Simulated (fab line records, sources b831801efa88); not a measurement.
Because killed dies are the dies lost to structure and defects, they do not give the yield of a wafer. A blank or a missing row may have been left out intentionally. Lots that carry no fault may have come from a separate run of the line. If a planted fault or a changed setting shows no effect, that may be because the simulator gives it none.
Problem report, 8D (eight disciplines) form, completed by code ; flow sky130 ; the parts of the form that need people (team, actions taken, sign-off) are left out

== 1. WHAT IS WRONG ==
beam-energy-keV at SKY_SD_N_IMPLANT_10 reads a mean of 21.144 on 6 wafers of 2 lots; wafers without a fault read 19.999 with a standard deviation of 0.0061. So: +99 or more standard deviations from the usual mean.
First observed at day 33 23:47: wafer L550.1, on implanter-03. The record holds 18 wafers of 6 lots with a number at this step. The rule behind "out" and "out of limits": a value lying over 4 standard deviations away from the usual mean. The other wafers with a number count as sound.

== 2. WHAT IT IS, WHAT IT ISN'T ==
question;is;is not
which readings at this step;beam-energy-keV;end-station-pressure-torr
which lots;L550, L551;L539, L541, L553, L555
which wafers of those lots;all that have a number;-
read on which tools;implanter-03;implanter-01
when;from day 33 23:47;"up to then (6 sound wafers); but 6 sound wafers of L553, L555 came after"

== 3. SUSPECTS, AND WHAT RULES EACH OUT ==
Counting: a tool stays on the suspect list if, at a process step up to the reading, it processed all lots that are out and no sound lot following the first of them.
- implanter-03 at SKY_SD_N_IMPLANT_10: kept. Every lot that is out went through it, starting with L550 (day 33 23:47), and after that it ran no sound lot; the last sound lot it ran before then is L539 (day 29 20:35). Its own beam-energy-keV readings are out on those wafers.
After counting, what remains is implanter-03 at SKY_SD_N_IMPLANT_10.

== 4. THE CAUSE (what the simulator had put in) ==
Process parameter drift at SKY_SD_N_IMPLANT_10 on implanter-03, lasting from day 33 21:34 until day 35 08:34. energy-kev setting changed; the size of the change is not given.
Only this tool survived the counting.

== 5. THE EFFECT CHAIN, in route order ==
Rows list readings where the struck wafers' mean (over those with a number) sits beyond 3 standard deviations from the usual. Scope: only readings with a usual standard deviation given in the record; hours: median across lots of the time from each lot's start at the first step in this table that gives one to its start at this step; sigmas: change in usual standard deviations.
hours;step;reading;usual;on struck wafers;change;sigmas
0;SKY_SD_N_IMPLANT_10;beam-energy-keV;19.999;21.144;+1.145;+99 or more
Here are the process steps it includes:
- SKY_SD_N_IMPLANT_10

== 6. WHAT WOULD HAVE CAUGHT IT SOONER ==
2 hours passed between the start of the fault at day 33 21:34 and the first reading out of limits in this record, taken at day 33 23:47.
